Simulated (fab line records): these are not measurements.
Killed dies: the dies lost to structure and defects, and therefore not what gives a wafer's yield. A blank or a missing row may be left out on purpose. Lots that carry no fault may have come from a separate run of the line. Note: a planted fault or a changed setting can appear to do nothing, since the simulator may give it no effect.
Which tool is to blame? -- flow gf180mcu -- Sampling: 15 lots, 45 wafers, 3 of 602 route steps

== WHAT THE GAUGES READ, wafer by wafer ==
GF_SAB_CD_MEAS_09: target cd 420 nm.
lot,measured,on,cd_nm (nm)
L945,day 15 16:19,cd_sem-02,416.9 419.4 419.8
L947,day 16 08:58,cd_sem-01,422.5 422.7 424.6
L948,day 16 22:59,cd_sem-01,420.6 419.9 420.9
L951,day 18 02:34,cd_sem-02,418.1 415.5 418.8
L952,day 18 02:47,cd_sem-01,423.7 422.5 421.9
L953,day 18 20:01,cd_sem-02,415.1 416.0 415.2
L955,day 19 14:22,cd_sem-01,418.6 418.2 419.4
L957,day 20 03:23,cd_sem-01,421.6 421.7 421.9
L959,day 20 16:01,cd_sem-01,420.7 419.2 421.7
L961,day 21 05:05,cd_sem-01,421.3 418.9 420.6
L962,day 21 16:25,cd_sem-02,417.4 419.4 417.9
L964,day 22 09:34,cd_sem-02,420.1 421.7 421.8
L965,day 22 14:34,cd_sem-01,419.4 420.7 420.3
L967,day 23 13:49,cd_sem-01,419.3 416.2 417.3
L966,day 23 10:34,cd_sem-02,417.6 418.2 416.9

== WHAT TOOL EACH LOT RAN ON (gives the tool, then ch and the chambers of the sampled wafers, and finally the start) ==
lot,GF_MVSD_EXPOSE_04,GF_PSD_RTA_13
L945,"iline_stepper-01 ch 0, day 4 12:47","rtp_anneal-02 ch 0, day 14 19:29"
L947,"iline_stepper-01 ch 0, day 4 22:11","rtp_anneal-02 ch 0, day 15 10:01"
L948,"iline_stepper-01 ch 0, day 5 04:24","rtp_anneal-01 ch 0, day 16 00:25"
L951,"iline_stepper-01, day 5 20:59","rtp_anneal-02 ch 0, day 17 02:56"
L952,"iline_stepper-01, day 6 02:28","rtp_anneal-01 ch 0, day 17 03:16"
L953,"iline_stepper-02, day 6 09:10","rtp_anneal-01 ch 0, day 17 19:44"
L955,"iline_stepper-02 ch 0, day 6 20:02","rtp_anneal-02 ch 0, day 18 14:05"
L957,"iline_stepper-02 ch 0, day 7 07:01","rtp_anneal-02 ch 0, day 19 03:23"
L959,"iline_stepper-02 ch 0, day 7 16:51","rtp_anneal-02 ch 0, day 19 15:45"
L961,"iline_stepper-02 ch 0, day 8 06:30","rtp_anneal-01 ch 0, day 20 04:42"
L962,"iline_stepper-01 ch 0, day 8 12:36","rtp_anneal-02 ch 0, day 20 16:20"
L964,"iline_stepper-02 ch 0, day 8 21:29","rtp_anneal-01 ch 0, day 21 10:17"
L965,"iline_stepper-02 ch 0, day 9 03:40","rtp_anneal-02 ch 0, day 21 15:30"
L967,"iline_stepper-02 ch 0, day 9 16:19","rtp_anneal-02 ch 0, day 22 14:14"
L966,"iline_stepper-02 ch 0, day 9 17:02","rtp_anneal-02 ch 0, day 22 11:23"
- GF_MVSD_EXPOSE_04: exposes mask MVSD, target cd 1000 nm.
- GF_PSD_RTA_13: time 20 s.

== WHAT THE TOOLS THEMSELVES READ (means of the sampled wafers that have a number; where no wafer has one, the mark that the record gives instead) ==
GF_MVSD_EXPOSE_04.
lot,tool,exposure_dose_mJ_cm2,focus_offset_nm (nm),reticle_temp_C (C)
L945,iline_stepper-01,259.87,-0.7,23.14
L947,iline_stepper-01,259.94,0.2,22.90
L948,iline_stepper-01,259.87,0.6,22.98
L951,iline_stepper-01,-,-,-
L952,iline_stepper-01,-,-,-
L953,iline_stepper-02,-,-,-
L955,iline_stepper-02,260.28,-0.4,22.87
L957,iline_stepper-02,260.06,-0.1,23.20
L959,iline_stepper-02,259.96,0.1,23.09
L961,iline_stepper-02,259.59,-0.8,22.90
L962,iline_stepper-01,260.03,0.6,22.88
L964,iline_stepper-02,259.81,0.1,23.05
L965,iline_stepper-02,259.79,-0.2,22.98
L967,iline_stepper-02,260.01,-0.5,23.03
L966,iline_stepper-02,259.97,0.5,22.93

GF_PSD_RTA_13.
lot,tool,lamp_power_pct (%),wafer_temp_C_max
L945,rtp_anneal-02,38.1,1032.6
L947,rtp_anneal-02,38.1,1031.7
L948,rtp_anneal-01,35.2,1031.5
L951,rtp_anneal-02,38.1,1032.2
L952,rtp_anneal-01,35.2,1032.7
L953,rtp_anneal-01,35.2,1033.1
L955,rtp_anneal-02,38.1,1033.1
L957,rtp_anneal-02,38.1,1033.0
L959,rtp_anneal-02,38.1,1033.3
L961,rtp_anneal-01,35.2,1033.2
L962,rtp_anneal-02,38.1,1034.1
L964,rtp_anneal-01,35.3,1033.5
L965,rtp_anneal-02,38.1,1031.7
L967,rtp_anneal-02,38.1,1033.0
L966,rtp_anneal-02,38.1,1031.9

== THE ANSWER, worked out from the rows above alone ==
Rule: the lots themselves supply what counts as usual. Put in order of their means at a reading, lots are off if they are a third of the lots or fewer, leave a main group of 4 or more, and stand apart from it by a gap of 3 or more times the standard deviation of the main group's means; of several such gaps the widest counts. A main group is skipped when, at the precision printed for the reading in the tables above, its means are all equal. Also off: a lot with no number at a reading for which 4 or more lots have one. All remaining lots with rows at the step are treated as sound. After the gauges, taken in route order, come the tools' own readings; for these a lot's mean is taken, as printed above. At the first step where some lot is off, the reading lying furthest off is the one used; lots without a number count as furthest.
Off, at GF_MVSD_EXPOSE_04 on exposure_dose_mJ_cm2: L951, L952, L953. Without a number there: L951, L952, L953. Main group: mean 259.93, sd 0.16.
If a tool, at that step or one of the process steps before it, ran each lot that is off and ran no sound lot following the first of them, it fits. None of those tried fits.

== WHAT THE SIMULATOR HAD INSERTED ==
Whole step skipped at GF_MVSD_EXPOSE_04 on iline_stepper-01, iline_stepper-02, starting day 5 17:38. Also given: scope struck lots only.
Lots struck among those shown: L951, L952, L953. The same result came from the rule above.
